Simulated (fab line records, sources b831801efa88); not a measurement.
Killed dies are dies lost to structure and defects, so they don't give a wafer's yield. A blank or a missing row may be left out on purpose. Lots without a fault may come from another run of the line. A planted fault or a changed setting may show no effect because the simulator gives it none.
One fault seen from 2 desks | flow gf180mcu | each desk has only its own numbers; what lay behind them comes last

THE METROLOGY DESK
What the gauges read, lot by lot, whatever tool the lot ran on: means of the sampled wafers that have a number. A lot is out of limits, marked OUT, if its mean lies more than 4 standard deviations from the usual mean; the brackets give that distance.
Columns: A = V5_BOW at GF_V5_BOW_MEAS_05, usual 135 um; B = PASSIVATION_CVD_02_THK at GF_PASSIVATION_THK_MEAS_03, usual 700 nm
lot  | first seen here | A   | B
L613 | day 26 23:04    | 149 | 692
L614 | day 27 06:34    | 134 | 699
L615 | day 27 12:51    | 128 | 704
L618 | day 28 20:48    | 134 | 707
L619 | day 28 22:18    | 137 | 706
L621 | day 29 04:36    | 130 | 702
L622 | day 29 17:56    | 133 | 697
L623 | day 29 18:26    | 135 | 693
L625 | day 30 14:43    | 137 | 696
L631 | day 32 02:37    | 142 | 687
L632 | day 32 06:16    | 130 | 691
L633 | day 32 11:37    | 147 | 691
L635 | day 32 20:44    | 132 | 704
L634 | day 32 22:42    | 144 | 695
This desk's finding: nothing out of limits on any of the 14 lots.

THE TOOL OWNER'S DESK: pvd_sputter-04
The tool's own readings at GF_M2_SPUTTER_02 (material AlCu, target thk 450 nm, time 23.9 s): means of the sampled wafers that have a number, for each lot that ran on this tool. A lot is out of limits, marked OUT, if its mean lies more than 4 standard deviations from the usual mean; the brackets give that distance.
Columns: A = throttle_valve_pct at GF_M2_SPUTTER_02, usual 30.3 %
lot  | first seen here | A
L613 | day 18 20:04    | 30.4
L614 | day 19 06:08    | 30.7
L615 | day 19 12:38    | 30.4
L619 | day 21 04:59    | 30.4
L621 | day 21 16:37    | 30.6
L622 | day 22 08:17    | 30.7
L623 | day 22 10:29    | 30.5
L625 | day 23 04:26    | 30.6
L635 | day 26 02:33    | 30.5
This desk's finding: nothing out of limits on any of the 9 lots.

PUT TOGETHER
The metrology desk saw nothing out of limits.
The tool owner's desk saw nothing out of limits.

WHAT THE SIMULATOR HAD PUT IN
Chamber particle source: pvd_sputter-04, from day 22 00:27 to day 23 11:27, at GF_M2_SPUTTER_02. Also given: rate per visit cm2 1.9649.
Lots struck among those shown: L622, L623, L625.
